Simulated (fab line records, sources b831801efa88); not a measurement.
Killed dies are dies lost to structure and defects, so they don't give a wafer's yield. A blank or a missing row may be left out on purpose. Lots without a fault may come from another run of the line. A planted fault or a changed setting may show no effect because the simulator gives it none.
Problem report in the 8D (eight disciplines) form, filled by code | flow sfq_line | the parts of the form that need people (team, actions taken, sign-off) are left out

1. THE PROBLEM
exposure_dose_mJ_cm2 at SFQ_TRILAYER_M6_LITHO_EXPOSE_160 reads a mean of 14.674 on 9 wafers of 3 lots; wafers without a fault read 14.403 with a standard deviation of 0.013. That is +21 standard deviations from the usual mean.
The step: exposes mask M6, target cd 500 nm.
First seen on wafer L428.1, day 66 17:41, on krf_scanner-01. The record holds 21 wafers of 7 lots with a number at this step. Rule for "out", or "out of limits": more than 4 standard deviations from the usual mean. The other wafers with a number count as sound.

2. WHAT IT IS AND WHAT IT IS NOT
question                    | is                     | is not
which readings at this step | exposure_dose_mJ_cm2   | stage_vel_mm_s
which lots                  | L428, L429, L430       | L425, L426, L434, L435
which wafers of those lots  | all that have a number | -
read on which tools         | krf_scanner-01         | krf_scanner-02
when                        | from day 66 17:41      | up to then (6 sound wafers); but 6 sound wafers of L434, L435 came after

3. SUSPECTS, AND WHAT RULES EACH OUT
Counting: a tool at a process step up to the reading stays a suspect if it ran every lot that is out and no sound lot after the first of them.
- krf_scanner-01 at SFQ_TRILAYER_M6_LITHO_EXPOSE_160 (exposes mask M6, target cd 500 nm): kept. It ran every lot that is out, first L428 (day 66 17:41), and no sound lot after that; its last sound lot up to then is L426 (day 66 06:53). Its own readings are out on those wafers: exposure_dose_mJ_cm2.
Left after counting: krf_scanner-01 at SFQ_TRILAYER_M6_LITHO_EXPOSE_160.

4. THE CAUSE (what the simulator had put in)
Process parameter drift: krf_scanner-01, from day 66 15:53 on, at SFQ_TRILAYER_M6_LITHO_EXPOSE_160. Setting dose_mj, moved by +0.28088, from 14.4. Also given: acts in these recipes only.
Counting left only this tool.

5. THE CHAIN OF EFFECTS, in route order
Each row: a reading whose mean over the struck wafers that have a number lies more than 3 standard deviations from the usual. Only readings for which the record gives a usual standard deviation are gone through. hours: the time from each lot's start at the first step in this table that gives one to its start at this step, as a median over the lots. sigmas: the change in usual standard deviations.
hours | step                             | reading              | usual  | on struck wafers | change | sigmas
0     | SFQ_TRILAYER_M6_LITHO_EXPOSE_160 | exposure_dose_mJ_cm2 | 14.403 | 14.674           | +0.271 | +21
The process steps in it:
- SFQ_TRILAYER_M6_LITHO_EXPOSE_160: exposes mask M6, target cd 500 nm.
Later measuring or inspecting steps at which every struck wafer that the step has a row for has a number for every such reading, and none has moved that far: SFQ_M6_OVL_MEAS_940.

6. WHAT WOULD HAVE CAUGHT IT SOONER
In this record the first reading out of limits was taken at day 66 17:41, 2 hours after the fault began at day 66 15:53.
